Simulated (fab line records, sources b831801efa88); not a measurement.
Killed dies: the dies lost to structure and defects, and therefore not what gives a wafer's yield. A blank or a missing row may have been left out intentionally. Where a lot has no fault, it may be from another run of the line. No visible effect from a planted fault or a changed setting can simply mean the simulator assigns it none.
The tool behind it: which one? / flow gf180mcu / 24 lots, 72 wafers sampled, at 2 steps of a route of 602

WHAT THE GAUGES READ, wafer by wafer
GF_V1_THK_MEAS_25: measures by xrf.
lot=L074; measured=day 18 08:34; on=film-metro-02; V1_W_THK (nm)=355 344 350
lot=L075; measured=day 18 20:59; on=film-metro-02; V1_W_THK (nm)=350 347 348
lot=L076; measured=day 19 15:21; on=film-metro-04; V1_W_THK (nm)=354 353 354
lot=L077; measured=day 20 05:59; on=film-metro-01; V1_W_THK (nm)=344 342 342
lot=L078; measured=day 20 06:56; on=film-metro-01; V1_W_THK (nm)=340 343 339
lot=L079; measured=day 20 10:10; on=film-metro-02; V1_W_THK (nm)=359 359 357
lot=L080; measured=day 21 04:45; on=film-metro-01; V1_W_THK (nm)=358 366 361
lot=L081; measured=day 21 11:41; on=film-metro-02; V1_W_THK (nm)=357 358 359
lot=L082; measured=day 21 21:24; on=film-metro-04; V1_W_THK (nm)=348 349 353
lot=L083; measured=day 22 05:57; on=film-metro-02; V1_W_THK (nm)=356 361 359
lot=L084; measured=day 22 13:07; on=film-metro-04; V1_W_THK (nm)=357 354 350
lot=L085; measured=day 22 20:23; on=film-metro-01; V1_W_THK (nm)=352 351 351
lot=L086; measured=day 23 05:20; on=film-metro-01; V1_W_THK (nm)=343 341 342
lot=L087; measured=day 23 09:14; on=film-metro-02; V1_W_THK (nm)=348 344 349
lot=L088; measured=day 23 15:22; on=film-metro-02; V1_W_THK (nm)=346 348 345
lot=L089; measured=day 24 04:19; on=film-metro-02; V1_W_THK (nm)=348 343 347
lot=L090; measured=day 24 09:08; on=film-metro-02; V1_W_THK (nm)=355 354 352
lot=L091; measured=day 24 18:29; on=film-metro-04; V1_W_THK (nm)=352 353 352
lot=L092; measured=day 25 02:35; on=film-metro-04; V1_W_THK (nm)=353 355 352
lot=L093; measured=day 25 05:56; on=film-metro-02; V1_W_THK (nm)=341 351 347
lot=L094; measured=day 25 17:35; on=film-metro-04; V1_W_THK (nm)=353 349 358
lot=L095; measured=day 26 00:19; on=film-metro-02; V1_W_THK (nm)=346 353 351
lot=L096; measured=day 26 12:03; on=film-metro-01; V1_W_THK (nm)=338 343 339
lot=L097; measured=day 26 22:06; on=film-metro-01; V1_W_THK (nm)=348 346 347

TOOL THAT RAN EACH LOT (tool first, then ch and the chambers of the sampled wafers, then the start)
lot=L074; GF_PSD_STRIP_10=plasma-asher-02 ch 0,1, day 14 06:50
lot=L075; GF_PSD_STRIP_10=plasma-asher-02 ch 0,1, day 14 19:08
lot=L076; GF_PSD_STRIP_10=plasma-asher-02 ch 0,1, day 15 10:41
lot=L077; GF_PSD_STRIP_10=plasma-asher-02 ch 0,1, day 15 21:40
lot=L078; GF_PSD_STRIP_10=plasma-asher-01 ch 0,1, day 15 22:35
lot=L079; GF_PSD_STRIP_10=plasma-asher-04 ch 0,1, day 16 04:05
lot=L080; GF_PSD_STRIP_10=plasma-asher-04 ch 0,1, day 16 20:49
lot=L081; GF_PSD_STRIP_10=plasma-asher-01 ch 0,1, day 17 04:43
lot=L082; GF_PSD_STRIP_10=plasma-asher-02 ch 0,1, day 17 13:51
lot=L083; GF_PSD_STRIP_10=plasma-asher-02 ch 0,1, day 17 21:26
lot=L084; GF_PSD_STRIP_10=plasma-asher-02 ch 0,1, day 18 04:53
lot=L085; GF_PSD_STRIP_10=plasma-asher-04 ch 0,1, day 18 12:29
lot=L086; GF_PSD_STRIP_10=plasma-asher-02 ch 0,1, day 18 22:28
lot=L087; GF_PSD_STRIP_10=plasma-asher-02 ch 0,1, day 19 03:32
lot=L088; GF_PSD_STRIP_10=plasma-asher-02 ch 0,1, day 19 09:01
lot=L089; GF_PSD_STRIP_10=plasma-asher-02 ch 0, day 19 23:09
lot=L090; GF_PSD_STRIP_10=plasma-asher-04 ch 0,1, day 20 03:51
lot=L091; GF_PSD_STRIP_10=plasma-asher-01 ch 0,1, day 20 15:18
lot=L092; GF_PSD_STRIP_10=plasma-asher-02 ch 0,1, day 21 00:56
lot=L093; GF_PSD_STRIP_10=plasma-asher-02 ch 0,1, day 21 04:51
lot=L094; GF_PSD_STRIP_10=plasma-asher-01 ch 0,1, day 21 16:53
lot=L095; GF_PSD_STRIP_10=plasma-asher-02 ch 0,1, day 22 00:59
lot=L096; GF_PSD_STRIP_10=plasma-asher-04 ch 0,1, day 22 12:33
lot=L097; GF_PSD_STRIP_10=plasma-asher-04 ch 0,1, day 22 23:29
- GF_PSD_STRIP_10: strips in O2/N2.

AS READ BY THE TOOLS THEMSELVES (means over the sampled wafers that have a number; for cases with no such wafer, the mark the record gives instead)
GF_PSD_STRIP_10.
lot=L074; tool=plasma-asher-02; drypump-motor-current-A (A)=6.3; heater-power-w (W)=355; oes-product-au (a.u.)=0.592; strip-time-to-endpoint-s (s)=16.49
lot=L075; tool=plasma-asher-02; drypump-motor-current-A (A)=6.3; heater-power-w (W)=351; oes-product-au (a.u.)=0.594; strip-time-to-endpoint-s (s)=16.50
lot=L076; tool=plasma-asher-02; drypump-motor-current-A (A)=6.3; heater-power-w (W)=382; oes-product-au (a.u.)=0.592; strip-time-to-endpoint-s (s)=16.54
lot=L077; tool=plasma-asher-02; drypump-motor-current-A (A)=6.3; heater-power-w (W)=379; oes-product-au (a.u.)=0.593; strip-time-to-endpoint-s (s)=16.49
lot=L078; tool=plasma-asher-01; drypump-motor-current-A (A)=5.3; heater-power-w (W)=384; oes-product-au (a.u.)=0.594; strip-time-to-endpoint-s (s)=16.50
lot=L079; tool=plasma-asher-04; drypump-motor-current-A (A)=5.3; heater-power-w (W)=359; oes-product-au (a.u.)=0.596; strip-time-to-endpoint-s (s)=16.50
lot=L080; tool=plasma-asher-04; drypump-motor-current-A (A)=5.3; heater-power-w (W)=358; oes-product-au (a.u.)=0.593; strip-time-to-endpoint-s (s)=16.53
lot=L081; tool=plasma-asher-01; drypump-motor-current-A (A)=5.1; heater-power-w (W)=370; oes-product-au (a.u.)=0.592; strip-time-to-endpoint-s (s)=16.51
lot=L082; tool=plasma-asher-02; drypump-motor-current-A (A)=6.3; heater-power-w (W)=376; oes-product-au (a.u.)=0.588; strip-time-to-endpoint-s (s)=16.55
lot=L083; tool=plasma-asher-02; drypump-motor-current-A (A)=6.3; heater-power-w (W)=357; oes-product-au (a.u.)=0.588; strip-time-to-endpoint-s (s)=16.51
lot=L084; tool=plasma-asher-02; drypump-motor-current-A (A)=6.3; heater-power-w (W)=350; oes-product-au (a.u.)=0.590; strip-time-to-endpoint-s (s)=16.54
lot=L085; tool=plasma-asher-04; drypump-motor-current-A (A)=5.4; heater-power-w (W)=345; oes-product-au (a.u.)=0.591; strip-time-to-endpoint-s (s)=16.50
lot=L086; tool=plasma-asher-02; drypump-motor-current-A (A)=6.3; heater-power-w (W)=376; oes-product-au (a.u.)=0.590; strip-time-to-endpoint-s (s)=16.49
lot=L087; tool=plasma-asher-02; drypump-motor-current-A (A)=6.3; heater-power-w (W)=353; oes-product-au (a.u.)=0.589; strip-time-to-endpoint-s (s)=16.52
lot=L088; tool=plasma-asher-02; drypump-motor-current-A (A)=6.4; heater-power-w (W)=383; oes-product-au (a.u.)=0.587; strip-time-to-endpoint-s (s)=16.56
lot=L089; tool=plasma-asher-02; drypump-motor-current-A (A)=6.3; heater-power-w (W)=400; oes-product-au (a.u.)=0.597; strip-time-to-endpoint-s (s)=16.54
lot=L090; tool=plasma-asher-04; drypump-motor-current-A (A)=5.3; heater-power-w (W)=353; oes-product-au (a.u.)=0.593; strip-time-to-endpoint-s (s)=16.54
lot=L091; tool=plasma-asher-01; drypump-motor-current-A (A)=5.3; heater-power-w (W)=380; oes-product-au (a.u.)=0.591; strip-time-to-endpoint-s (s)=16.53
lot=L092; tool=plasma-asher-02; drypump-motor-current-A (A)=6.3; heater-power-w (W)=353; oes-product-au (a.u.)=0.589; strip-time-to-endpoint-s (s)=16.47
lot=L093; tool=plasma-asher-02; drypump-motor-current-A (A)=6.4; heater-power-w (W)=376; oes-product-au (a.u.)=0.593; strip-time-to-endpoint-s (s)=16.53
lot=L094; tool=plasma-asher-01; drypump-motor-current-A (A)=5.1; heater-power-w (W)=367; oes-product-au (a.u.)=0.591; strip-time-to-endpoint-s (s)=16.51
lot=L095; tool=plasma-asher-02; drypump-motor-current-A (A)=6.4; heater-power-w (W)=369; oes-product-au (a.u.)=0.590; strip-time-to-endpoint-s (s)=16.44
lot=L096; tool=plasma-asher-04; drypump-motor-current-A (A)=5.3; heater-power-w (W)=355; oes-product-au (a.u.)=0.593; strip-time-to-endpoint-s (s)=16.54
lot=L097; tool=plasma-asher-04; drypump-motor-current-A (A)=5.4; heater-power-w (W)=345; oes-product-au (a.u.)=0.592; strip-time-to-endpoint-s (s)=16.56

THE ANSWER, worked out from the rows above alone
Rule: the lots themselves supply what counts as usual. The widest of any qualifying gaps counts: lots, ordered by their means at a reading, are off when they make up no more than a third of the lots, leave a main group of 4 or more, and stand apart from it by 3 or more times the standard deviation of that group's means. The tables above print the reading to a certain number of digits; a main group whose means all agree to those digits is not used. A lot without any number at a reading at which 4 lots or more have one is off too. All remaining lots with rows at the step are treated as sound. The gauges are gone through in route order, then the tools' own readings, and for those a lot's mean is taken as printed above. At the first step where some lot is off, the reading lying furthest off is the one used; lots without a number count as furthest.
No lot is off on any of the readings shown, so nothing can be concluded from this.

WHAT HAD BEEN PUT IN BY THE SIMULATOR
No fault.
